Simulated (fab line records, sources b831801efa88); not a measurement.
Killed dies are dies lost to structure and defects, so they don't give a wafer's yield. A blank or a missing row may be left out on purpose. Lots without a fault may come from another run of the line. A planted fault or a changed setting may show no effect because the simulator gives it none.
fab line records | flow sky130
record lots=11 wafers=33 last_day=51
route steps=708 shown LI_CONTACT@378 LOCAL_INTERCONNECT@400 CONTACT@406
lots that met no fault: from a run of the same line without faults
start_h: hours from the record's first day to the start of the lot's first wafer shown | wait_h: hours since the lot's step before | " the same as in the row above | L1.1+2: a row that stands for several wafers | - no value, or no start given | * or withheld: withheld | < > ~ a bound
route shown NAME@n: a module of which the file shows steps, and the number in the route of the first | usual: mean/standard deviation of fault-free wafers | same: alike in all rows | chamber/n: place in a boat | sites: the reading at each site | _std_site: their standard deviation | _edge_site: outer sites' mean less inner sites' | radius_mm: how far each site lies from the wafer's centre | mask NAME#n: copy n | behind: the tool/chamber that last shaped the wafer | hold: why the lot was held/for how many hours/how that ended | device: the transistor (n, p or np) that didn't switch | end of line: the same wafers' tests at the end of the route | a step without rows: its recipe alone | killed: dies lost to structure and defects at the first sort, not the wafer's yield | map: a wafer's dies, x killed, . not, _ none there
set.NAME: the setting as run; set.NAME@STEP: as run at that earlier step | model.NAME: the simulator's own value behind a step, which no gauge read
steps of the route over a sample of lots; a table a step, a row a wafer
services: from which hour (start_h, from the record's first day; less than 0 if before it) a tool's chamber was out of use, for how many hours, and why
## steps
# step SKY_LI_CONTACT_STRIP_16
# recipe chemistry=O2/N2 power_w=1400 pressure_mtorr=1500 platen_temp_c=withheld o2_flow_sccm=3000 n2_flow_sccm=300 overash_fraction=0.5
# usual drypump_motor_current_A=5.5/0.37 oes_product_au=0.375/0.0046 strip_time_to_endpoint_s=3.481/0.025
# columns lot.wafer tool chamber start_h wait_h drypump_motor_current_A oes_product_au rf_hours_counter_h strip_time_to_endpoint_s
L328.2 plasma_asher-01 0 694.50 - 5.2 0.379 27 3.506
L328.4 " 1 " " 5.7 0.370 - 3.482
L328.5 " 1 " " 5.7 0.371 - 3.535
L329.1 plasma_asher-03 0 705.08 - 5.3 0.380 55 3.450
L329.3 " 0 " " 5.3 0.375 - 3.452
L329.4 " 1 " " 5.2 0.377 - 3.463
L330.1 plasma_asher-01 0 708.28 - 5.2 0.372 28 3.466
L330.4 " 0 " " 5.2 0.373 - 3.515
L330.6 " 1 " " 5.7 0.364 - 3.494
L331.1 plasma_asher-01 0 722.33 - 5.2 0.370 30 3.456
L331.2 " 1 " " 5.7 0.380 30 3.500
L331.6 " 0 " " 5.2 0.380 - 3.435
L335.3 plasma_asher-03 0 756.62 - 5.3 0.382 - 3.469
L335.4 " 1 " " 5.2 0.376 - 3.476
L335.6 " 0 " " 5.3 0.381 - 3.495
L336.1 plasma_asher-03 1 762.83 - 5.2 0.381 61 3.489
L336.2 " 0 " " 5.3 0.376 61 3.517
L336.3 " 0 " " 5.3 0.373 - 3.498
L337.2 plasma_asher-04 1 770.50 - 6.3 0.377 3 3.482
L337.3 " 1 " " 6.3 0.369 - 3.483
L337.4 " 0 " " 5.6 0.370 - 3.509
L338.2 plasma_asher-03 0 774.80 - 5.3 0.383 62 3.478
L338.3 " 0 " " 5.3 0.382 - 3.484
L338.6 " 0 " " 5.3 0.375 - 3.475
L344.2 plasma_asher-04 1 828.38 - 6.2 0.387 8 3.513
L344.4 " 1 " " 6.2 0.376 - 3.495
L344.5 " 1 " " 6.3 0.372 - 3.456
L349.1 plasma_asher-03 0 859.54 - 5.3 0.377 71 3.468
L349.4 " 0 " " 5.3 0.369 - 3.511
L349.6 " 0 " " 5.3 0.374 - 3.486
L351.2 plasma_asher-03 0 864.24 - 5.3 0.375 72 3.502
L351.3 " 1 " " 5.2 0.373 - 3.471
L351.6 " 0 " " 5.3 0.374 - 3.502
# step SKY_LI_CONTACT_SPUTTER_19
# recipe material=Ti target_thk_nm=20 chamber_pressure_pa=5 power_w=2500 substrate_temp_c=200 time_s=106.37
# usual throttle_valve_pct=29.7/1.1
# columns lot.wafer tool chamber start_h wait_h throttle_valve_pct
L328.2 pvd_sputter-01 - 694.80 0.0 31.8
L328.4 " - " " 29.8
L328.5 " - " " 30.5
L329.1 pvd_sputter-01 - 705.37 0.0 31.7
L329.3 " - " " 30.5
L329.4 " - " " 29.5
L330.1 pvd_sputter-03 - 708.58 0.0 30.9
L330.4 " - " " 28.7
L330.6 " - " " 29.6
L331.1 pvd_sputter-03 - 722.64 0.0 30.6
L331.2 " - " " 29.7
L331.6 " - " " 30.8
L335.3 pvd_sputter-02 - 756.88 0.0 29.8
L335.4 " - " " 30.5
L335.6 " - " " 29.1
L336.1 pvd_sputter-01 - 763.14 0.0 29.5
L336.2 " - " " 29.7
L336.3 " - " " 30.6
L337.2 pvd_sputter-01 - 770.81 0.0 30.7
L337.3 " - " " 29.6
L337.4 " - " " 31.9
L338.2 pvd_sputter-02 - 775.11 0.0 28.9
L338.3 " - " " 30.5
L338.6 " - " " 28.9
L344.2 pvd_sputter-02 - 828.67 0.0 29.1
L344.4 " - " " 30.9
L344.5 " - " " 28.0
L349.1 pvd_sputter-02 - 859.83 0.0 29.2
L349.4 " - " " 29.6
L349.6 " - " " 29.5
L351.2 pvd_sputter-02 - 864.53 0.0 29.5
L351.3 " - " " 30.7
L351.6 " - " " 29.0
# step SKY_LOCAL_INTERCONNECT_ETCH_13
# recipe chemistry=N2/H2 target=BARC ion_energy_ev=200 bias_w=100 pressure_mtorr=30 n2_flow_sccm=100 h2_flow_sccm=200 icp_w=500 stop_on=SiO2 time_s=45.9 target_depth_a=600
# usual drypump_motor_current_A=5.9/0.67 oes_product_au=0.849/0.0049 run_length_s=74.2/0.69 throttle_valve_pct=13.223/0.0086
# columns lot.wafer tool chamber start_h wait_h drypump_motor_current_A oes_product_au rf_hours_counter_h run_length_s throttle_valve_pct
L328.2 rie_metal-03 1 725.04 0.0 5.6 0.847 13 74.1 13.215
L328.4 " 1 " " 5.6 0.853 - 73.9 13.219
L328.5 " 0 " " 4.8 0.853 - 73.7 13.225
L329.1 rie_metal-04 0 735.17 0.0 5.0 0.846 10 75.0 13.216
L329.3 " 1 " " 6.4 0.851 - 73.9 13.221
L329.4 " 0 " " 5.0 0.850 - 75.4 13.204
L330.1 rie_metal-03 0 738.39 0.0 4.9 0.853 8 76.8 13.233
L330.4 " 1 " " 5.7 0.853 - 76.8 13.219
L330.6 " 0 " " 4.9 0.848 - 77.0 13.223
L331.1 rie_metal-01 1 752.31 0.0 6.1 0.848 0 74.1 13.224
L331.2 " 0 " " 6.7 0.846 2 73.8 13.215
L331.6 " 0 " " 6.7 0.850 - 73.9 13.226
L335.3 rie_metal-01 0 784.73 0.0 6.7 0.850 - 73.7 13.247
L335.4 " 1 " " 6.1 0.848 - 73.9 13.223
L335.6 " 0 " " 6.7 0.844 - 73.8 13.217
L336.1 rie_metal-01 0 791.46 0.0 6.7 0.847 4 73.8 13.230
L336.2 " 1 " " 6.1 0.844 1 74.3 13.232
L336.3 " 0 " " 6.7 0.849 - 73.8 13.236
L337.2 rie_metal-03 0 799.76 0.0 4.8 0.852 10 73.7 13.235
L337.3 " 0 " " 4.8 0.833 - 73.7 13.229
L337.4 " 1 " " 5.6 0.848 - 74.8 13.223
L338.2 rie_metal-01 0 803.81 0.0 6.7 0.849 4 74.2 13.226
L338.3 " 0 " " 6.7 0.850 - 74.1 13.236
L338.6 " 0 " " 6.7 0.842 - 74.4 13.221
L344.2 rie_metal-01 0 856.82 0.0 6.7 0.846 7 74.4 13.224
L344.4 " 1 " " 6.1 0.714 - 93.2 13.193
L344.5 " 1 " " 6.1 0.717 - 93.1 13.211
L349.1 rie_metal-04 1 888.16 0.0 6.4 0.859 7 73.5 13.223
L349.4 " 0 " " 5.0 0.849 - 75.0 13.219
L349.6 " 1 " " 6.4 0.850 - 73.5 13.237
L351.2 rie_metal-03 1 892.28 0.0 5.6 0.853 - 74.4 13.227
L351.3 " 1 " " 5.6 0.845 - 74.0 13.220
L351.6 " 1 " " 5.7 0.844 - 73.9 13.244
# step SKY_LOCAL_INTERCONNECT_STRIP_15
# recipe chemistry=O2/N2 power_w=1400 pressure_mtorr=1500 platen_temp_c=withheld o2_flow_sccm=3000 n2_flow_sccm=300 overash_fraction=0.5
# usual drypump_motor_current_A=5.8/0.32 oes_product_au=0.426/0.0042 strip_time_to_endpoint_s=4.711/0.018
# columns lot.wafer tool chamber start_h wait_h drypump_motor_current_A oes_product_au rf_hours_counter_h strip_time_to_endpoint_s
L328.2 plasma_asher-01 1 725.15 0.0 5.7 0.429 30 4.740
L328.4 " 0 " " 5.2 0.428 - 4.723
L328.5 " 0 " " 5.2 0.421 - 4.718
L329.1 plasma_asher-01 0 735.29 0.0 5.2 0.419 31 4.690
L329.3 " 1 " " 5.7 0.426 - 4.684
L329.4 " 0 " " 5.2 0.419 - 4.720
L330.1 plasma_asher-02 0 738.54 0.0 5.7 0.425 94 4.695
L330.4 " 1 " " 6.1 0.429 - 4.727
L330.6 " 0 " " 5.7 0.428 - 4.697
L331.1 plasma_asher-02 1 752.42 0.0 6.1 0.427 96 4.702
L331.2 " 0 " " 5.6 0.422 96 4.713
L331.6 " 1 " " 6.1 0.431 - 4.698
L335.3 plasma_asher-01 1 784.85 0.1 5.8 0.424 - 4.712
L335.4 " 0 " " 5.2 0.428 - 4.713
L335.6 " 0 " " 5.2 0.427 - 4.716
L336.1 plasma_asher-01 0 791.57 0.0 5.2 0.427 35 4.706
L336.2 " 1 " " 5.8 0.431 35 4.728
L336.3 " 1 " " 5.8 0.423 - 4.737
L337.2 plasma_asher-02 0 799.87 0.0 5.6 0.428 101 4.722
L337.3 " 0 " " 5.6 0.420 - 4.701
L337.4 " 1 " " 6.1 0.435 - 4.714
L338.2 plasma_asher-02 0 803.92 0.0 5.6 0.427 102 4.716
L338.3 " 1 " " 6.1 0.422 - 4.719
L338.6 " 1 " " 6.1 0.429 - 4.730
L344.2 plasma_asher-02 0 856.94 0.0 5.6 0.424 108 4.717
L344.4 " 0 " " 5.6 0.424 - 4.546
L344.5 " 1 " " 6.1 0.421 - 4.542
L349.1 plasma_asher-02 0 888.27 0.0 5.6 0.433 111 4.715
L349.4 " 1 " " 6.1 0.434 - 4.733
L349.6 " 1 " " 6.1 0.420 - 4.696
L351.2 plasma_asher-04 1 892.49 0.1 6.3 0.422 15 4.687
L351.3 " 0 " " 5.6 0.427 - 4.704
L351.6 " 1 " " 6.2 0.425 - 4.674
# step SKY_CONTACT_CVD_00
# recipe material=Si3N4 target_thk_nm=75 temp_c=400 time_s=withheld rf_w=450
# usual heater_power_w=709/74
# columns lot.wafer tool chamber start_h wait_h heater_power_w
L328.2 pecvd-04 1 726.25 0.0 806
L328.4 " 0 " " 864
L328.5 " 1 " " 628
L329.1 pecvd-02 2 735.92 0.0 700
L329.3 " 1 " " 685
L329.4 " 1 " " 690
L330.1 pecvd-02 0 739.19 0.0 719
L330.4 " 1 " " 639
L330.6 " 0 " " 723
L331.1 pecvd-03 0 753.04 0.0 835
L331.2 " 1 " " 701
L331.6 " 0 " " 867
L335.3 pecvd-02 0 785.46 0.0 732
L335.4 " 1 " " 688
L335.6 " 0 " " 719
L336.1 pecvd-04 1 792.19 0.0 739
L336.2 " 2 " " 570
L336.3 " 1 " " 741
L337.2 pecvd-02 2 800.54 0.0 665
L337.3 " 1 " " 710
L337.4 " 0 " " 601
L338.2 pecvd-04 0 804.86 0.0 762
L338.3 " 1 " " 760
L338.6 " 2 " " 586
L344.2 pecvd-02 1 857.54 0.0 634
L344.4 " 1 " " 622
L344.5 " 0 " " 696
L349.1 pecvd-03 0 888.90 0.0 789
L349.4 " 0 " " 779
L349.6 " 1 " " 677
L351.2 pecvd-02 1 893.08 0.0 711
L351.3 " 2 " " 737
L351.6 " 1 " " 717
## services
# columns tool chamber start_h hours kind
pvd_sputter-03 - 682.79 1.1 repair
plasma_asher-01 - 696.50 1.5 repair
rie_metal-03 - 700.70 0.3 repair
pvd_sputter-01 - 711.38 1.9 repair
pvd_sputter-03 - 715.73 3.1 repair
plasma_asher-04 - 733.75 9.0 pm
rie_metal-01 0 735.64 3.2 repair
plasma_asher-01 - 753.08 14.6 pm
plasma_asher-04 - 762.01 3.9 repair
pecvd-04 - 764.67 0.9 repair
plasma_asher-03 - 765.50 1.9 repair
pvd_sputter-03 - 774.37 1.2 repair
plasma_asher-03 - 789.00 0.8 repair
pvd_sputter-03 - 796.29 2.3 repair
rie_metal-01 - 814.43 1.4 pm
plasma_asher-04 - 839.71 0.7 repair
plasma_asher-01 - 843.05 21.4 repair
plasma_asher-02 - 864.67 2.8 pm
pecvd-02 2 865.00 9.4 repair
pvd_sputter-01 - 865.90 2.4 repair
rie_metal-03 0 875.33 21.9 repair
pvd_sputter-01 - 876.03 14.1 repair
pecvd-02 - 878.36 2.9 repair
pvd_sputter-01 - 883.19 3.2 repair
## key
first_sign step=SKY_LOCAL_INTERCONNECT_ETCH_13 reading=run_length_s direction=up sigmas=27 usual=* struck=*
effect step=SKY_LOCAL_INTERCONNECT_ETCH_13 reading=oes_product_au direction=down sigmas=27 usual=0.849 struck=0.715
effect step=SKY_LOCAL_INTERCONNECT_STRIP_15 reading=strip_time_to_endpoint_s direction=down sigmas=9.5 usual=* struck=*
met_at SKY_LOCAL_INTERCONNECT_ETCH_13
struck_lots L344
struck_wafers L344.4,L344.5
tester_left_out L344
not_acting_at SKY_LI_CONTACT_STRIP_16,SKY_LI_CONTACT_SPUTTER_19,SKY_CONTACT_CVD_00
onset_between 791.46 856.82
fault kind=process_parameter_drift tool=rie_metal-01 chamber=1 onset_h=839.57 steps=SKY_LOCAL_INTERCONNECT_ETCH_13 channel=time_s offset=* shape=step end_h=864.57 acts_in=* stated=*
# tester_left_out: of these lots the tester's yield and bins aren't shown, on N5 and GAA mostly nor the transistor test; their killed dies are dies lost to structure and defects alone, not to doping, threshold or leakage, so they don't give the yield
